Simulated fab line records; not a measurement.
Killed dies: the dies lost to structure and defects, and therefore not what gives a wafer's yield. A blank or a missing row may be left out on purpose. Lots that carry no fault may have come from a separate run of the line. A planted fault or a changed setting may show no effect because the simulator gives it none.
fab line records	flow gf180mcu
[record] lots = 7	wafers = 21	last_day = 34
route steps=602 shown M3@409
lots with no fault: from the same line, run without faults
start_h: start of the lot's first displayed wafer, in hours after the record's first day	wait_h: hours since the lot's step before	" as in the row above	L1.1+2: several wafers, shown together as one row	- no value, or no start was given	* or withheld: withheld	< > ~ a bound
route shown NAME@n: names a module that has steps shown in the file, with the first one's number in the route	usual: mean/standard deviation taken from wafers without a fault	same: alike in all rows	chamber/n: place in a boat	sites: readings site by site	_std_site: the values' standard deviation	_edge_site: outer sites' mean less inner sites'	radius_mm: how far each site lies from the wafer's centre	mask NAME#n: copy n	behind: the most recent tool/chamber to have shaped the wafer	hold: why the lot was held/for how many hours/how that ended	device: names the non-switching transistor (n, p or np)	end of line: tests run on the same wafers once the route is complete	a step without rows: its recipe alone	killed: at the first sort, the dies lost to defects and structure; wafer yield is something else	map: the dies of a wafer, with x for killed, . for not killed, _ for no die there
set.NAME: the setting the step ran with; set.NAME@STEP: the setting that earlier step ran with	model.NAME: the simulator's own value behind a step, which no gauge read
lots at selected steps of the route; one table per step, one row per wafer
services: from which hour (start_h, from the record's first day; less than 0 if before it) a tool's chamber was out of use, for how many hours, and why
[[steps]]
[step GF_M3_SPUTTER_00]
[recipe] material = Ti	target_thk_nm = 37.5	arriving_ion_energy_ev = 80	substrate_temp_c = 200	chamber_pressure_pa = 2	power_w = 4000	time_s = 150
[usual] throttle_valve_pct = 29.3/1.1
[same] time_s = 150
lot.wafer	tool	chamber	start_h	wait_h	throttle_valve_pct
L180.3	pvd_sputter-03	-	525.15	0.1	30.7
L180.4	"	-	"	"	29.5
L180.6	"	-	"	"	30.1
L183.1	pvd_sputter-03	-	548.08	0.2	30.4
L183.2	"	-	"	"	27.4
L183.6	"	-	"	"	27.2
L188.1	pvd_sputter-03	-	583.63	0.2	29.4
L188.2	"	-	"	"	27.3
L188.4	"	-	"	"	29.8
L189.3	pvd_sputter-03	-	586.41	0.2	29.4
L189.4	"	-	"	"	27.5
L189.5	"	-	"	"	30.6
L190.4	pvd_sputter-02	-	592.20	0.1	29.9
L190.5	"	-	"	"	29.8
L190.6	"	-	"	"	27.7
L194.2	pvd_sputter-02	-	623.30	0.2	28.2
L194.5	"	-	"	"	30.1
L194.6	"	-	"	"	28.7
L198.1	pvd_sputter-03	-	659.09	0.1	29.7
L198.2	"	-	"	"	30.4
L198.4	"	-	"	"	29.3
[step GF_M3_SPUTTER_01]
[recipe] material = TiN	target_thk_nm = 30	power_w = 6500	time_s = 25	chamber_pressure_pa = 0.4
[usual] throttle_valve_pct = 29.3/1.1
[same] time_s = 25
lot.wafer	tool	chamber	start_h	wait_h	throttle_valve_pct
L180.3	pvd_sputter-03	-	525.26	0.1	30.7
L180.4	"	-	"	"	29.4
L180.6	"	-	"	"	30.1
L183.1	pvd_sputter-03	-	548.18	0.1	30.7
L183.2	"	-	"	"	27.4
L183.6	"	-	"	"	27.4
L188.1	pvd_sputter-03	-	583.73	0.1	29.1
L188.2	"	-	"	"	27.3
L188.4	"	-	"	"	29.7
L189.3	pvd_sputter-03	-	586.51	0.1	29.4
L189.4	"	-	"	"	27.3
L189.5	"	-	"	"	30.4
L190.4	pvd_sputter-02	-	592.30	0.1	30.0
L190.5	"	-	"	"	30.0
L190.6	"	-	"	"	28.0
L194.2	pvd_sputter-02	-	623.40	0.1	28.1
L194.5	"	-	"	"	29.9
L194.6	"	-	"	"	28.6
L198.1	pvd_sputter-03	-	659.19	0.1	30.0
L198.2	"	-	"	"	30.8
L198.4	"	-	"	"	29.6
[step GF_M3_SPUTTER_02]
[recipe] material = AlCu	target_thk_nm = 450	power_w = 10600	time_s = 23.9	chamber_pressure_pa = 0.4
[usual] throttle_valve_pct = 29.3/1.1
[same] time_s = 23.9
lot.wafer	tool	chamber	start_h	wait_h	throttle_valve_pct
L180.3	pvd_sputter-03	-	525.29	0.0	30.8
L180.4	"	-	"	"	29.3
L180.6	"	-	"	"	30.1
L183.1	pvd_sputter-03	-	548.21	0.0	30.9
L183.2	"	-	"	"	27.2
L183.6	"	-	"	"	27.4
L188.1	pvd_sputter-03	-	583.76	0.0	29.5
L188.2	"	-	"	"	27.3
L188.4	"	-	"	"	29.8
L189.3	pvd_sputter-03	-	586.54	0.0	29.4
L189.4	"	-	"	"	27.6
L189.5	"	-	"	"	30.9
L190.4	pvd_sputter-02	-	592.33	0.0	29.7
L190.5	"	-	"	"	30.1
L190.6	"	-	"	"	28.0
L194.2	pvd_sputter-02	-	623.43	0.0	28.0
L194.5	"	-	"	"	30.0
L194.6	"	-	"	"	28.6
L198.1	pvd_sputter-03	-	659.22	0.0	30.0
L198.2	"	-	"	"	30.5
L198.4	"	-	"	"	29.4
[step GF_M3_SPUTTER_03]
[recipe] material = Ti	target_thk_nm = 10	substrate_temp_c = 300	chamber_pressure_pa = 0.3	power_w = 3000	time_s = 6.7
[usual] throttle_valve_pct = 29.3/1.1
[same] time_s = 6.7
lot.wafer	tool	chamber	start_h	wait_h	throttle_valve_pct
L180.3	pvd_sputter-03	-	525.33	0.0	30.6
L180.4	"	-	"	"	29.3
L180.6	"	-	"	"	30.1
L183.1	pvd_sputter-03	-	548.24	0.0	30.6
L183.2	"	-	"	"	27.2
L183.6	"	-	"	"	27.5
L188.1	pvd_sputter-03	-	583.79	0.0	29.2
L188.2	"	-	"	"	27.1
L188.4	"	-	"	"	29.9
L189.3	pvd_sputter-03	-	586.57	0.0	29.6
L189.4	"	-	"	"	27.3
L189.5	"	-	"	"	30.2
L190.4	pvd_sputter-02	-	592.36	0.0	29.8
L190.5	"	-	"	"	29.8
L190.6	"	-	"	"	27.6
L194.2	pvd_sputter-02	-	623.46	0.0	28.1
L194.5	"	-	"	"	29.8
L194.6	"	-	"	"	28.6
L198.1	pvd_sputter-03	-	659.25	0.0	29.7
L198.2	"	-	"	"	30.8
L198.4	"	-	"	"	29.5
[step GF_M3_SPUTTER_04]
[recipe] material = TiN	target_thk_nm = 50	power_w = 6500	time_s = 41.7	chamber_pressure_pa = 0.4
[usual] throttle_valve_pct = 29.3/1.1
[same] time_s = 41.7
lot.wafer	tool	chamber	start_h	wait_h	throttle_valve_pct
L180.3	pvd_sputter-03	-	525.35	0.0	30.8
L180.4	"	-	"	"	29.4
L180.6	"	-	"	"	29.9
L183.1	pvd_sputter-03	-	548.26	0.0	30.4
L183.2	"	-	"	"	27.3
L183.6	"	-	"	"	27.6
L188.1	pvd_sputter-03	-	583.82	0.0	29.6
L188.2	"	-	"	"	27.1
L188.4	"	-	"	"	29.9
L189.3	pvd_sputter-03	-	586.59	0.0	29.5
L189.4	"	-	"	"	27.2
L189.5	"	-	"	"	30.6
L190.4	pvd_sputter-02	-	592.38	0.0	30.1
L190.5	"	-	"	"	29.8
L190.6	"	-	"	"	27.7
L194.2	pvd_sputter-02	-	623.48	0.0	27.9
L194.5	"	-	"	"	30.0
L194.6	"	-	"	"	28.9
L198.1	pvd_sputter-03	-	659.27	0.0	30.0
L198.2	"	-	"	"	30.8
L198.4	"	-	"	"	29.3
[step GF_M3_RS_MEAS_05]
[recipe] thk_meas_gauge = four-point-probe	reads = TiN_of_M3_SPUTTER_04+Ti_of_M3_SPUTTER_03+AlCu_of_M3_SPUTTER_02+TiN_of_M3_SPUTTER_01+Ti_of_M3_SPUTTER_00
[usual] M3_ALCU_RS = 0.0697/0.00076
lot.wafer	tool	chamber	start_h	wait_h	M3_ALCU_RS[ohm/sq]
L180.3	film_metro-02	-	525.44	0.1	0.0704
L180.4	"	-	"	"	0.0695
L180.6	"	-	"	"	0.0703
L183.1	film_metro-01	-	548.30	0.0	0.0696
L183.2	"	-	"	"	0.0700
L183.6	"	-	"	"	0.0697
L188.1	film_metro-01	-	583.85	0.0	0.0695
L188.2	"	-	"	"	0.0696
L188.4	"	-	"	"	0.0694
L189.3	film_metro-01	-	586.67	0.1	0.0699
L189.4	"	-	"	"	0.0698
L189.5	"	-	"	"	0.0699
L190.4	film_metro-02	-	592.48	0.1	0.0683
L190.5	"	-	"	"	0.0683
L190.6	"	-	"	"	0.0675
L194.2	film_metro-03	-	623.54	0.0	0.0698
L194.5	"	-	"	"	0.0687
L194.6	"	-	"	"	0.0692
L198.1	film_metro-01	-	659.31	0.0	0.0695
L198.2	"	-	"	"	0.0698
L198.4	"	-	"	"	0.0694
[step GF_M3_THK_MEAS_06]
[recipe] thk_meas_gauge = xrf	reads = AlCu_of_M3_SPUTTER_02
[usual] M3_ALCU_THK = 444/5.8
lot.wafer	tool	chamber	start_h	wait_h	M3_ALCU_THK[nm]
L180.3	film_metro-02	-	525.54	0.1	437
L180.4	"	-	"	"	442
L180.6	"	-	"	"	438
L183.1	film_metro-01	-	548.42	0.1	443
L183.2	"	-	"	"	437
L183.6	"	-	"	"	441
L188.1	film_metro-01	-	583.97	0.1	444
L188.2	"	-	"	"	446
L188.4	"	-	"	"	444
L189.3	film_metro-01	-	586.77	0.1	440
L189.4	"	-	"	"	443
L189.5	"	-	"	"	442
L190.4	film_metro-02	-	592.57	0.1	450
L190.5	"	-	"	"	449
L190.6	"	-	"	"	454
L194.2	film_metro-03	-	623.65	0.1	445
L194.5	"	-	"	"	450
L194.6	"	-	"	"	450
L198.1	film_metro-01	-	659.43	0.1	443
L198.2	"	-	"	"	441
L198.4	"	-	"	"	444
[step GF_M3_DEHYDRATE_07]
[recipe] temp_c = 200	time_s = 60
[step GF_M3_HMDS_08]
[recipe] prime_time_s = 60	prime_temp_c = 120
[step GF_M3_COAT_09]
[recipe] resist = KrF	spin_rpm = withheld	resist_thk_nm = 1000
[step GF_M3_SOFTBAKE_10]
[recipe] temp_c = 130	time_s = 60	resist = KrF
[step GF_M3_EXPOSE_11]
[recipe] mask_id = Metal3	target_cd_nm = 280	na = 0.68	source_shape = conventional	sigma_outer = 0.6	dose_mj = 28
[step GF_M3_PEB_12]
[recipe] peb_temp_c = 135	peb_time_s = 90	resist = KrF
[usual] chill_plate_temp_C = 23.02/0.12	exhaust_pa = 45.1/0.84
lot.wafer	tool	chamber	start_h	wait_h	chill_plate_temp_C	exhaust_pa
L180.3	litho_track-03	0	547.84	-	23.07	44.8
L180.4	"	0	"	"	23.13	43.8
L180.6	"	0	"	"	23.02	45.9
L183.1	litho_track-02	0	569.78	-	22.91	46.0
L183.2	"	0	"	"	22.92	45.5
L183.6	"	0	"	"	22.91	46.4
L188.1	litho_track-02	-	604.73	-	-	-
L188.2	"	-	"	"	-	-
L188.4	"	-	"	"	-	-
L189.3	litho_track-02	-	606.85	-	-	-
L189.4	"	-	"	"	-	-
L189.5	"	-	"	"	-	-
L190.4	litho_track-03	-	613.37	-	-	-
L190.5	"	-	"	"	-	-
L190.6	"	-	"	"	-	-
L194.2	litho_track-02	0	643.66	-	23.01	45.7
L194.5	"	0	"	"	22.91	45.6
L194.6	"	0	"	"	22.87	46.3
L198.1	litho_track-01	0	678.64	-	22.90	45.1
L198.2	"	0	"	"	23.01	44.8
L198.4	"	0	"	"	23.06	44.8
[step GF_M3_DEVELOP_13]
[recipe] develop_time_s = 60	dev_temp_c = 21
[[services]]
tool	chamber	start_h	hours	kind
litho_track-01	-	589.46	-	consumable_replace:filter
pvd_sputter-02	-	644.69	8.0	repair
[[key]]
[first_sign] step = GF_M3_PEB_12	reading = tool_record	direction = missing
effect none on later readings
met_at GF_M3_PEB_12
struck_wafers L188.1,L188.2,L188.4,L189.3,L189.4,L189.5,L190.4,L190.5,L190.6
later_rows_left_out L188.1,L188.2,L188.4,L189.3,L189.4,L189.5,L190.4,L190.5,L190.6
sort_left_out L188.1,L188.2,L188.4,L189.3,L189.4,L189.5,L190.4,L190.5,L190.6
onset_between 569.78 604.73
[fault] kind = skipped_step_whole	tool = litho_track-02,litho_track-03	chamber = -	onset_h = 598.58	steps = GF_M3_PEB_12	scope = struck_lots_only
// sort_left_out: the simulated sort isn't trusted on such a fault, so these wafers' sort isn't shown, and their yield isn't known
// later_rows_left_out: the simulator's readings of these wafers behind a module that went badly wrong aren't trusted and aren't shown, but for the sort
